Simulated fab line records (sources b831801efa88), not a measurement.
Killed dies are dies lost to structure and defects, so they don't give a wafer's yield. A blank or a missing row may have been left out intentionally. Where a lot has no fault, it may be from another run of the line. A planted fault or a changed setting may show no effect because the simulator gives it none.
A lot that was struck, set against a sound lot + flow sfq line + 15 steps out of a route of 325
Sound: wafers L415.1, L415.4, L415.6. Struck: wafer L417.6. (L417.3, L417.4 of the same lot were not struck and are left out.) The cause comes at the end.
Each step with rows lists, per side, the tool, then ch with its chambers, then its first start. Under that, the readings that differ: sound wafers + struck wafers + difference of the means + sigmas: that difference in standard deviations of wafers without a fault.
alike: same words and numbers on both sides, and readings whose means sit less than 2 such deviations apart. not compared: any withheld reading, any reading some wafer has no value for, any bound like >300 that may hide the same value, and any number with overlapping values for which the record gives no deviation.
The two part at a step that has a row with sigmas, a row that says differs or no value, or rows on one side only. When numbers do not overlap yet have no deviation, they are printed without sigmas and do not part them. A reading that every wafer of one side lacks parts them only if that side has two wafers or more.

first, 1 step without rows for these wafers: SFQ_TRILAYER_M7_STRIP_SOLV_CLEAN_182 (cleans in NMP, time 600 s).
SFQ_TRILAYER_I7_DEP_PECVD_183: deposits SiO2 from SiH4/N2O, time 111.11 s, target thk 500 nm.
  sound on pecvd-04 ch 0,1, day 76 06:20; struck on pecvd-02 ch 1, day 76 08:51
  alike: heater power w, throttle valve pct
SFQ_TRILAYER_I7_CMP_CMP_184: polishes SiO2.
  sound on cmp-01 ch 0,3, day 76 06:24; struck on cmp-01 ch 0, day 76 13:54
  alike: motor current A, slurry filter dp kPa, time to endpoint s
SFQ_I7_BOW_MEAS_946:
  sound: film metro-01 at day 76 09:24; struck: film metro-03 at day 76 15:26
  alike: I7_BOW
SFQ_TRILAYER_I7_METRO_MEASURE_185:
  sound: film metro-01 at day 76 09:31; struck: film metro-03 at day 76 15:55
  alike: thk nm
then, 6 steps without rows for these wafers: SFQ_TRILAYER_I7_VIA_LITHO_COAT_192 (resist thk 62 nm); SFQ_TRILAYER_I7_VIA_LITHO_COAT_187 (resist thk 650 nm); SFQ_TRILAYER_I7_VIA_LITHO_SOFTBAKE_191; SFQ_TRILAYER_I7_VIA_LITHO_EXPOSE_188 (exposes mask I7, target cd 1000 nm); SFQ_TRILAYER_I7_VIA_LITHO_PEB_190 (peb time 60 s); SFQ_TRILAYER_I7_VIA_LITHO_DEVELOP_189 (time 60 s).
SFQ_I7_OVL_MEAS_947:
  sound: overlay-01 at day 76 13:06; struck: overlay-02 at day 76 18:59
| reading     | sound   | struck | difference | sigmas |
|-------------|---------|--------|------------|--------|
| I7_OVL (nm) | 2 -5 -6 | 8      | +11        | +2     |
SFQ_TRILAYER_I7_VIA_BARC_OPEN_VIA_ETCH_260: etches BARC in O2, target depth 125 nm, time 41.7 s.
  sound on rie diel-01 ch 0,2,3, day 76 13:08; struck on rie diel-01 ch 0, day 76 19:01
| reading                                                 | sound           | struck | difference | sigmas |
|---------------------------------------------------------|-----------------|--------|------------|--------|
| model.KrF_of_TRILAYER_I7_VIA_LITHO_COAT_187.thk nm (nm) | 571.9 572 574.8 | 545.3  | -27.6      |        |
  alike: bias w, drypump motor current A, oes product au
  not compared: rf hours counter h
SFQ_TRILAYER_I7_VIA_ETCH_VIA_ETCH_190: etches SiO2 in CHF3, stops on Nb, target depth 260 nm.
  sound on rie diel-01 ch 0,2,3, day 76 13:10; struck on rie diel-01 ch 0, day 76 19:03
| reading                                                 | sound             | struck | difference | sigmas |
|---------------------------------------------------------|-------------------|--------|------------|--------|
| model.KrF_of_TRILAYER_I7_VIA_LITHO_COAT_187.thk nm (nm) | 526.8 526.7 530.4 | 501.3  | -26.7      |        |
  alike: bias w, drypump motor current A, oes product au
SFQ_TRILAYER_I7_VIA_STRIP_STRIP_191: strips in O2.
  sound on rie metal-03 ch 1, day 76 13:17; struck on rie metal-04 ch 0, day 76 19:22
  alike: drypump motor current A, he backside leak sccm, oes product au
  not compared: rf hours counter h

== WHERE THEY PART ==
Only at SFQ_I7_OVL_MEAS_947, as far as this record shows. Later steps at which nothing parts them and some readings are alike: SFQ_TRILAYER_I7_VIA_BARC_OPEN_VIA_ETCH_260, SFQ_TRILAYER_I7_VIA_ETCH_VIA_ETCH_190, SFQ_TRILAYER_I7_VIA_STRIP_STRIP_191.

WHY: the cause the simulator had injected
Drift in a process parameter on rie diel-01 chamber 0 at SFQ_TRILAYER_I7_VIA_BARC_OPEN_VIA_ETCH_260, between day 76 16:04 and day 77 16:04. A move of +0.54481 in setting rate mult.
